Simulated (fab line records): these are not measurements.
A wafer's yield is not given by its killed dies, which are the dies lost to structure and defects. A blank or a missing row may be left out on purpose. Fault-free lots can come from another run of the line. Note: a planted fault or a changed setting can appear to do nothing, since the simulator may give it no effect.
Code-filled problem report in 8D (eight disciplines) form :: flow sky130 :: the parts of the form that need people (team, actions taken, sign-off) are left out

1. PROBLEM STATEMENT
Wafers without a fault read 0.854 a.u., standard deviation 0.0049; oes_product_au at SKY_VIA3_ETCH_14 reads a mean of 1.006 a.u. on 6 wafers belonging to 2 lots. That is +31 standard deviations from the usual mean.
The step: etches BARC in N2/H2, stops on SiO2, time 45.9 s, target depth 60 nm.
Seen first at day 41 09:29 on rie_diel-03, wafer L734.1. At this step, 42 wafers from 14 lots have a number in the record. By rule, "out" or "out of limits" means more than 4 standard deviations away from the usual mean. The other wafers with a number count as sound.

2. WHAT IT IS, WHAT IT ISN'T
question: which readings at this step
is: oes_product_au, run_length_s
is not: drypump_motor_current_A, throttle_valve_pct

question: which lots
is: L734, L735
is not: L729, L730, L731, L741, L742, L743, L744, L745, L746, L748, L749, L751

question: which wafers of those lots
is: all that have a number
is not: -

question: read on which tools
is: rie_diel-03
is not: rie_diel-01, rie_diel-02

question: when
is: from day 41 09:29
is not: up to then (9 sound wafers); but 27 sound wafers of L741, L742, L743, L744, L745, L746, L748, L749, L751 came after

3. SUSPECTS, AND WHAT RULES EACH OUT
Counting: a tool at a process step up to the reading stays a suspect if it ran every lot that is out and no sound lot after the first of them.
- rie_diel-03 at SKY_VIA3_ETCH_14 (etches BARC in N2/H2, stops on SiO2, time 45.9 s, target depth 60 nm): ruled out as a lasting fault. Following L734 (day 41 09:29), the first lot on it that is out, the sound lots L748 were run on it.
Left after counting: nothing in the record.

4. THE CAUSE (what the simulator had put in)
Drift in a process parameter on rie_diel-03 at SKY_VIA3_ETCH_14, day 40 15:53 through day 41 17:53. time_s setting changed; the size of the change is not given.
Counting ruled it out, wrongly.

5. THE CHAIN OF EFFECTS, in route order
Each row: a reading whose mean over the struck wafers that have a number lies more than 3 standard deviations from the usual. Readings are gone through only where the record gives a usual standard deviation; hours: the median, over the lots, of the time from a lot's start at the first step in this table giving one to that lot's start at this step; sigmas: the change measured in usual standard deviations.
hours: 0
step: SKY_VIA3_ETCH_14
reading: oes_product_au
usual: 0.854 a.u.
on struck wafers: 1.006
change: +0.152
sigmas: +31

hours: 0
step: SKY_VIA3_ETCH_14
reading: run_length_s
usual: 74.2 s
on struck wafers: 62.0
change: -12.2
sigmas: -24

hours: 0
step: SKY_VIA3_ETCH_15
reading: oes_product_au
usual: 0.945 a.u.
on struck wafers: 0.920
change: -0.025
sigmas: -6.0

hours: 0
step: SKY_VIA3_STRIP_16
reading: strip_time_to_endpoint_s
usual: 4.12 s
on struck wafers: 4.23
change: +0.11
sigmas: +3.1
The process steps in it:
- SKY_VIA3_ETCH_14: etches BARC in N2/H2, stops on SiO2, time 45.9 s, target depth 60 nm.
- SKY_VIA3_ETCH_15: etches SiO2 in C4F8/O2/Ar, stops on TiN, target depth 507 nm, time 78 s.
- SKY_VIA3_STRIP_16: strips in O2/N2.
Readings that are blank on the struck wafers while sound wafers have them: bias_w at SKY_VIA3_ETCH_14; rf_fwd_power_W at SKY_VIA3_ETCH_14.

6. HOW IT WOULD HAVE BEEN CAUGHT EARLIER
In this record no reading fell out of limits until day 41 09:29, 18 hours after the fault had begun at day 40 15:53.
